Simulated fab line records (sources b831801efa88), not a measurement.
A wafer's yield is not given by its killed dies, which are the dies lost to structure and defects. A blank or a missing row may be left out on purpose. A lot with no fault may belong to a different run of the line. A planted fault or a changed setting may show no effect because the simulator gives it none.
Matching of chambers | flow sky130 | 4 sister chambers for SKY_FIELD_ISO_ETCH_17 on rie-si-02
The step etches Si in HBr/Cl2/O2, target depth 342 nm, time 97.7 s. 8 wafers are shown with their chamber, then 7 later ones without.

## WAFERS WITH THEIR CHAMBER
wafer  | chamber | drypump-motor-current-A (A) | run-length-s (s)
L101.6 | 2       | 5.8                         | 125.9
L104.2 | 0       | 5.6                         | 125.8
L104.4 | 3       | 5.2                         | 126.3
L104.5 | 1       | 6.1                         | 126.4
L108.1 | 2       | 5.8                         | 125.5
L108.2 | 3       | 5.3                         | 126.3
L108.3 | 0       | 5.6                         | 125.6
L109.2 | 1       | 6.1                         | 125.9

## WAFERS WITHOUT THEIR CHAMBER
wafer  | drypump-motor-current-A (A) | run-length-s (s)
L109.3 | 5.6                         | 126.0
L109.6 | 6.1                         | 125.7
L111.2 | 5.6                         | 125.6
L111.3 | 5.9                         | 126.3
L111.4 | 6.1                         | 126.0
L119.4 | 5.2                         | 126.2
L120.4 | 5.6                         | 125.7

## WHICH CHAMBER EACH WENT THROUGH
wafer  | from the rows above     | in truth
L109.3 | 0                       | 0
L109.6 | 1                       | 1
L111.2 | 0                       | 0
L111.3 | can't be placed: 2 or 1 | 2
L111.4 | 1                       | 1
L119.4 | 3                       | 3
L120.4 | 0                       | 0
Correctly placed: 6 of 7. Not placeable from these rows: 1 (in 1, the candidates include the true chamber). 0 placed wrongly.
How it was worked out, from the rows above alone: a wafer's distance from a chamber is the root of the sum, over the readings, of the square of ((its reading less the chamber's mean) divided by the reading's scatter). If the next closest chamber is less than 2 further off than the closest, the wafer can't be placed; otherwise it belongs to the closest. A chamber's mean is the mean of its shown wafers. The scatter: the root of (the sum of the squares of (reading less its chamber's mean) over the shown wafers, divided by (wafers less chambers)).
